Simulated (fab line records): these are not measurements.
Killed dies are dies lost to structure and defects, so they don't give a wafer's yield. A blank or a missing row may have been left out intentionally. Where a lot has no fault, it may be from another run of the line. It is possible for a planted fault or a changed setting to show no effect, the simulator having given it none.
Problem report, 8D (eight disciplines) form, completed by code | flow sky130 | the parts of the form that need people (team, actions taken, sign-off) are left out

## 1. THE PROBLEM
Wafers without a fault read 74.3 s, standard deviation 0.44; run length s at SKY_VIA3_ETCH_14 reads a mean of 46.2 s on 2 wafers belonging to 2 lots. Relative to the usual mean, that is a shift of -64 standard deviations.
The step: etches BARC in N2/H2, stops on SiO2, time 45.9 s, target depth 60 nm.
Seen first at day 43 02:18 on rie diel-03, wafer L989.1. The record holds 42 wafers of 14 lots with a number at this step. Rule for "out", or "out of limits": more than 4 standard deviations from the usual mean. All remaining wafers that have a number are taken as sound.

## 2. WHAT IT IS AND WHAT IT IS NOT
question                    | is                           | is not
which readings at this step | run length s, oes product au | drypump motor current A, throttle valve pct
which lots                  | L989, L991                   | L101, L102, L979, L980, L981, L993, L994, L995, L996, L997, L998, L999
which wafers of those lots  | L989.1, L991.6               | L989.3, L989.4, L991.3, L991.5
read on which tools         | rie diel-03                  | rie diel-01, rie diel-02
when                        | from day 43 02:18            | up to then (11 sound wafers); but 29 sound wafers of L101, L102, L991, L993, L994, L995, L996, L997, L998, L999 came after

## 3. SUSPECTS, AND WHAT RULES EACH OUT
Counting: if a tool at a process step up to the reading ran every lot that is out, it stays a suspect. Sound lots after the first of them don't rule it out here, since some wafers of a struck lot are sound.
- plasma asher-03 at SKY_VIA2_STRIP_16 (strips in O2/N2): kept. It processed each lot that is out (first: L989, day 39 23:06); up to then, its last sound lot is L981 (day 37 14:34).
- rie diel-03 at SKY_VIA3_ETCH_14 (etches BARC in N2/H2, stops on SiO2, time 45.9 s, target depth 60 nm): kept. It ran every lot that is out, first L989 (day 43 02:18). On those wafers its own readings are out: oes product au, run length s.
Remaining after the count are plasma asher-03 at SKY_VIA2_STRIP_16 and rie diel-03 at SKY_VIA3_ETCH_14.

## 4. THE CAUSE (what the simulator had put in)
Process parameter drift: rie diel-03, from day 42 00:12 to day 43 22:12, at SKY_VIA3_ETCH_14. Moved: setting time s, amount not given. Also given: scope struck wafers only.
This tool is one of the 2 suspects left after counting.

## 5. THE EFFECT CHAIN, in route order
One row per reading whose mean, taken over the struck wafers that have a number, lies over 3 standard deviations from the usual. Scope: only readings with a usual standard deviation given in the record; hours: median across lots of the time from each lot's start at the first step in this table that gives one to its start at this step; sigmas: change in usual standard deviations.
hours | step              | reading                  | usual      | on struck wafers | change | sigmas
0     | SKY_VIA3_ETCH_14  | oes product au           | 0.854 a.u. | 1.005            | +0.151 | +31
0     | SKY_VIA3_ETCH_14  | run length s             | 74.3 s     | 46.2             | -28.1  | -64
0     | SKY_VIA3_ETCH_15  | oes product au           | 0.945 a.u. | 0.378            | -0.567 | -99 or more
0     | SKY_VIA3_STRIP_16 | oes product au           | 0.402 a.u. | 0.417            | +0.015 | +3.1
0     | SKY_VIA3_STRIP_16 | strip time to endpoint s | 4.14 s     | 4.40             | +0.26  | +8.0
The process steps in it:
- SKY_VIA3_ETCH_14: etches BARC in N2/H2, stops on SiO2, time 45.9 s, target depth 60 nm.
- SKY_VIA3_ETCH_15: etches SiO2 in C4F8/O2/Ar, stops on TiN, target depth 507 nm, time 78 s.
- SKY_VIA3_STRIP_16: strips in O2/N2.

## 6. HOW IT WOULD HAVE BEEN CAUGHT EARLIER
First out-of-limits reading in this record: day 43 02:18, which is 26 hours after fault onset at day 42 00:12.
